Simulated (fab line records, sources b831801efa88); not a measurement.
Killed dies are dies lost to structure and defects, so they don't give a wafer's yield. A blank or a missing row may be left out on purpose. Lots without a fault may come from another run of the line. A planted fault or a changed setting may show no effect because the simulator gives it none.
Problem report in the 8D (eight disciplines) form, filled by code | flow gf180mcu | the parts of the form that need people (team, actions taken, sign-off) are left out

1. THE PROBLEM
V2_W_RS at GF_V2_RS_MEAS_24 reads a mean of 0.310 ohm/sq on 5 wafers of 3 lots; wafers without a fault read 0.328 ohm/sq with a standard deviation of 0.0036. That is -4.9 standard deviations from the usual mean.
The step: measures by four-point-probe.
First seen on wafer L761.4, day 23 11:32, on film_metro-04. The record holds 36 wafers of 12 lots with a number at this step. Rule for "out", or "out of limits": more than 4 standard deviations from the usual mean. The other wafers with a number count as sound.

2. WHAT IT IS AND WHAT IT IS NOT
question                    | is                                     | is not
which readings at this step | V2_W_RS                                | -
which lots                  | L761, L762, L763                       | L753, L755, L756, L757, L759, L770, L772, L774, L776
which wafers of those lots  | L761.4, L761.5, L762.3, L762.6, L763.2 | L761.3, L762.5, L763.3, L763.5
read on which gauges        | film_metro-03, film_metro-04           | film_metro-01
when                        | from day 23 11:32                      | up to then (16 sound wafers); but 15 sound wafers of L762, L763, L770, L772, L774, L776 came after

3. SUSPECTS, AND WHAT RULES EACH OUT
Counting: a tool at a process step up to the reading stays a suspect if it ran every lot that is out. Sound lots after the first of them don't rule it out here, since some wafers of a struck lot are sound.
- the gauge at GF_V2_RS_MEAS_24: ruled out. The wafers that are out were read on 2 gauges (film_metro-03, film_metro-04).
- rie_diel-02 at GF_V2_ETCH_17 (etches SiO2 in C4F8/O2/Ar, stops on TiN, target depth 630 nm): kept. It ran every lot that is out, first L761 (day 23 11:25). GF_V2_ETCH_17 gives no start for some lots, so the hours and the order of its lots are those of GF_V2_CVD_23.
- cvd_w-01 at GF_V2_CVD_23 (deposits W, target thk 350 nm, time 104.94 s): kept. It ran every lot that is out, first L761 (day 23 11:25); its last sound lot up to then is L759 (day 22 14:43).
- Within cvd_w-01 at GF_V2_CVD_23: the wafers that are out ran in chamber 1; their sound lot-mates ran in chamber 0.
Left after counting: rie_diel-02 at GF_V2_ETCH_17, cvd_w-01 at GF_V2_CVD_23.

4. THE CAUSE (what the simulator had put in)
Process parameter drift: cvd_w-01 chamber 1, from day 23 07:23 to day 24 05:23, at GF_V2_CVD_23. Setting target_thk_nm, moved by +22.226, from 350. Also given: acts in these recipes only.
Counting left 2 suspects, and this tool is among them.

5. THE CHAIN OF EFFECTS, in route order
Each row: a reading whose mean over the struck wafers that have a number lies more than 3 standard deviations from the usual. Only readings for which the record gives a usual standard deviation are gone through. hours: the time from each lot's start at the first step in this table that gives one to its start at this step, as a median over the lots. sigmas: the change in usual standard deviations.
hours | step             | reading | usual        | on struck wafers | change | sigmas
0     | GF_V2_RS_MEAS_24 | V2_W_RS | 0.328 ohm/sq | 0.310            | -0.018 | -4.9
Later measuring or inspecting steps at which every struck wafer that the step has a row for has a number for every such reading, and none has moved that far: GF_V2_THK_MEAS_25.

6. WHAT WOULD HAVE CAUGHT IT SOONER
In this record the first reading out of limits at a measuring or inspecting step was taken at day 23 11:32, 4 hours after the fault began at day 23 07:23.
Of the tool readings at GF_V2_CVD_23 for which the record gives a usual standard deviation, none was out on any struck wafer, so an alarm limit of 4 standard deviations on them would not have fired.
Of the lots that are out (3), L762, L763 began GF_V2_CVD_23 on cvd_w-01 after day 23 11:32. A hold on the tool at that time would have spared those 2.
